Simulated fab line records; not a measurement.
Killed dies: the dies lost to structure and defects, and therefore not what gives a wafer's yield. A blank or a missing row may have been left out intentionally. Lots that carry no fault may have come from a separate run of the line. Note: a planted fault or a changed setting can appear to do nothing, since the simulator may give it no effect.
Which of the tools did it? | flow gf180mcu | Sampling: 14 lots, 39 wafers, 5 of 602 route steps

WHAT EACH GAUGE READ, for each wafer
GF_STI_THK_MEAS_30. Usual: STI_OXIDATION_02_THK gives 10.02 nm (standard deviation 0.22).
lot  | measured    | on            | STI_OXIDATION_02_THK (nm) | flag
L677 | day 2 06:22 | film metro-04 | 10.10 9.99 9.91           |
L678 | day 2 10:45 | film metro-03 | 9.69 9.81 9.85            |
L679 | day 2 17:22 | film metro-03 | 10.00 10.13 10.25         |
L680 | day 2 22:16 | film metro-01 | 9.85 9.74 9.84            |
L681 | day 3 02:57 | film metro-03 | 9.92 10.01 10.22          |
L682 | day 3 07:37 | film metro-03 | 10.00 9.72 9.81           |
L683 | day 3 13:19 | film metro-04 | 10.35 10.25 10.17         |
L684 | day 3 17:49 | film metro-01 | 10.25 10.18 10.13         |
L685 | day 3 23:00 | film metro-04 | 10.15 10.21 10.22         |
L690 | day 5 01:55 | film metro-04 | 10.20 10.25               |
L692 | day 5 11:44 | film metro-04 | 9.91 10.09                |
L693 | day 5 16:55 | film metro-04 | 10.10 10.18               |
L700 | day 7 07:59 | film metro-01 | 9.90 9.99 9.98            |
L699 | day 7 08:01 | film metro-03 | 9.93 10.09 10.19          |

GF_POLY_GATE_OVL_MEAS_11. Usual: POLY_GATE_OVL gives -1 nm (standard deviation 5.6).
lot  | measured     | on         | POLY_GATE_OVL (nm) | flag
L677 | day 9 03:13  | overlay-01 | 3 6 -10            |
L678 | day 9 14:02  | overlay-01 | 7 -6 -2            |
L679 | day 9 20:15  | overlay-02 | -7 1 0             |
L680 | day 10 01:15 | overlay-02 | -3 -11 0           |
L681 | day 10 06:10 | overlay-01 | 0 -5 -7            |
L682 | day 10 11:46 | overlay-02 | -5 2 6             |
L683 | day 10 19:19 | overlay-01 | -9 -13 -7          |
L684 | day 11 00:44 | overlay-02 | 2 5 3              |
L685 | day 11 10:53 | overlay-02 | -3 0 -4            |
L690 | day 12 18:44 | overlay-01 | -4 -3              |
L692 | day 13 12:24 | overlay-01 | 4 -2               |
L693 | day 13 16:57 | overlay-01 | -11 -2             |
L700 | day 16 02:04 | overlay-01 | 0 8 6              |
L699 | day 16 04:53 | overlay-02 | 1 4 5              |

GF_HV_LDD_OVL_MEAS_32. Usual: HV_LDD_02_OVL gives 0.1 nm (standard deviation 1.5).
lot  | measured     | on         | HV_LDD_02_OVL (nm) | flag
L677 | day 11 12:15 | overlay-02 | 0.7 -0.5 -0.5      |
L678 | day 11 21:51 | overlay-02 | -0.1 -0.5 0.7      |
L679 | day 12 04:30 | overlay-01 | -3.0 -2.9 -3.4     |
L680 | day 12 12:06 | overlay-01 | 0.0 1.0 0.0        |
L681 | day 12 16:22 | overlay-01 | 1.1 0.9 -0.2       |
L682 | day 12 22:22 | overlay-02 | 1.6 0.7 2.2        |
L683 | day 13 06:17 | overlay-02 | 2.2 1.6 2.1        |
L684 | day 13 15:54 | overlay-02 | 0.6 2.4 2.3        |
L685 | day 13 22:54 | overlay-01 | -2.3 0.0 -2.4      |
L692 | day 16 05:47 | overlay-02 | 0.9                |
L693 | day 16 10:13 | overlay-01 | -2.2 -2.4          |
L700 | day 19 01:11 | overlay-02 | -1.7 -2.5 -0.9     |
L699 | day 19 05:55 | overlay-01 | -1.6 -1.4 -1.9     |

EACH LOT AND THE TOOL THAT RAN IT (in order: tool; ch and the chambers of the sampled wafers; start)
lot  | GF_POLY_GATE_ETCH_13             | GF_POLY_GATE_STRIP_14
L677 | rie si-02 ch 0,1,2, day 9 03:19  | plasma asher-02 ch 0,1, day 9 03:22
L678 | rie si-02 ch 0,2, day 9 14:07    | plasma asher-02 ch 0,1, day 9 14:10
L679 | rie si-02 ch 1,2,3, day 9 20:20  | plasma asher-03 ch 0,1, day 9 20:23
L680 | rie si-02 ch 1,2,3, day 10 01:20 | plasma asher-04 ch 0,1, day 10 01:23
L681 | rie si-02 ch 1,2,3, day 10 06:16 | plasma asher-02 ch 0,1, day 10 06:19
L682 | rie si-02 ch 0,2,3, day 10 11:52 | plasma asher-03 ch 0, day 10 11:55
L683 | rie si-02 ch 2,3, day 10 19:23   | plasma asher-03 ch 0,1, day 10 19:28
L684 | rie si-02 ch 0,1,2, day 11 00:49 | plasma asher-02 ch 0,1, day 11 00:52
L685 | rie si-01 ch 1,2, day 11 10:58   | plasma asher-03 ch 0,1, day 11 11:01
L690 | rie si-02 ch 1,2, day 12 18:49   | plasma asher-04 ch 0, day 12 18:52
L692 | rie si-02 ch 2, day 13 12:29     | plasma asher-02 ch 1, day 13 12:32
L693 | rie si-02 ch 0,2, day 13 17:02   | plasma asher-03 ch 0, day 13 17:05
L700 | rie si-01 ch 1,3, day 16 02:09   | plasma asher-03 ch 0,1, day 16 02:13
L699 | rie si-02 ch 0,3, day 16 04:57   | plasma asher-02 ch 0,1, day 16 05:02
- GF_POLY_GATE_ETCH_13: etches poly-Si in HBr/Cl2, stops on SiO2, target depth 198.5 nm, time 69.6 s.
- GF_POLY_GATE_STRIP_14: strips in O2/N2.

AS READ BY THE TOOLS THEMSELVES (means over the sampled wafers that have a number; for cases with no such wafer, the mark the record gives instead)
GF_POLY_GATE_ETCH_13. Usual: drypump motor current A 5.6 A, standard deviation 0.65; oes product au 0.986 a.u., standard deviation 0.0099; throttle valve pct 33.684 %, standard deviation 0.0088.
lot  | tool      | drypump motor current A (A) | oes product au (a.u.) | throttle valve pct (%) | flag
L677 | rie si-02 | 5.3                         | 0.978                 | 33.686                 |
L678 | rie si-02 | 5.2                         | 0.985                 | 33.683                 |
L679 | rie si-02 | 5.8                         | 0.978                 | 33.686                 |
L680 | rie si-02 | 5.8                         | 0.987                 | 33.683                 |
L681 | rie si-02 | 5.8                         | 0.975                 | 33.691                 |
L682 | rie si-02 | 5.7                         | 0.983                 | 33.684                 |
L683 | rie si-02 | 5.7                         | 0.983                 | 33.682                 |
L684 | rie si-02 | 5.3                         | 0.989                 | 33.684                 |
L685 | rie si-01 | 5.5                         | 0.985                 | 33.687                 |
L690 | rie si-02 | 5.3                         | 0.797                 | 33.683                 | OFF
L692 | rie si-02 | 5.2                         | 0.883                 | 33.684                 | OFF
L693 | rie si-02 | 5.2                         | 0.895                 | 33.672                 | OFF
L700 | rie si-01 | 5.1                         | 0.996                 | 33.687                 |
L699 | rie si-02 | 6.2                         | 0.992                 | 33.681                 |

GF_POLY_GATE_STRIP_14. Usual: drypump motor current A 5.7 A, standard deviation 0.51; heater power w 317 W, standard deviation 21; oes product au 0.505 a.u., standard deviation 0.0047; platen temp c 249.99 C, standard deviation 0.17.
lot  | tool            | drypump motor current A (A) | heater power w (W) | oes product au (a.u.) | platen temp c (C) | flag
L677 | plasma asher-02 | 6.2                         | 308                | 0.508                 | 250.09            |
L678 | plasma asher-02 | 5.7                         | 311                | 0.502                 | 249.67            |
L679 | plasma asher-03 | 5.3                         | 308                | 0.505                 | 249.86            |
L680 | plasma asher-04 | 5.9                         | 320                | 0.503                 | 250.14            |
L681 | plasma asher-02 | 5.7                         | 315                | 0.506                 | 250.19            |
L682 | plasma asher-03 | 5.8                         | 344                | 0.507                 | 250.10            |
L683 | plasma asher-03 | 5.5                         | 323                | 0.500                 | 250.12            |
L684 | plasma asher-02 | 5.7                         | 315                | 0.505                 | 249.89            |
L685 | plasma asher-03 | 5.3                         | 309                | 0.509                 | 249.79            |
L690 | plasma asher-04 | 5.8                         | 308                | 0.522                 | 250.17            | OFF
L692 | plasma asher-02 | 6.6                         | 299                | 0.516                 | 250.03            |
L693 | plasma asher-03 | 5.8                         | 353                | 0.514                 | 250.09            |
L700 | plasma asher-03 | 5.3                         | 306                | 0.505                 | 250.03            |
L699 | plasma asher-02 | 5.7                         | 311                | 0.503                 | 250.12            |

THE ANSWER, worked out from the rows above alone
Rule: take the mean of a lot's wafers that have a number; if it is more than 3 standard deviations from the usual mean, the lot is off. A lot without any number at a reading at which 4 lots or more have one is off too. Where the step has rows for the other lots, those lots are counted as sound. First the gauges in route order, then the tools' own readings, where a lot's mean is used as printed above. At the first step where some lot is off, the reading lying furthest off is the one used; lots without a number count as furthest.
Off: L690, L692, L693, at GF_POLY_GATE_ETCH_13 (oes product au).
A tool fits if, at that step or a process step before it, it ran every lot that is off, and no sound lot after the first of them. Of those tried, none fits.

WHAT THE SIMULATOR PUT IN
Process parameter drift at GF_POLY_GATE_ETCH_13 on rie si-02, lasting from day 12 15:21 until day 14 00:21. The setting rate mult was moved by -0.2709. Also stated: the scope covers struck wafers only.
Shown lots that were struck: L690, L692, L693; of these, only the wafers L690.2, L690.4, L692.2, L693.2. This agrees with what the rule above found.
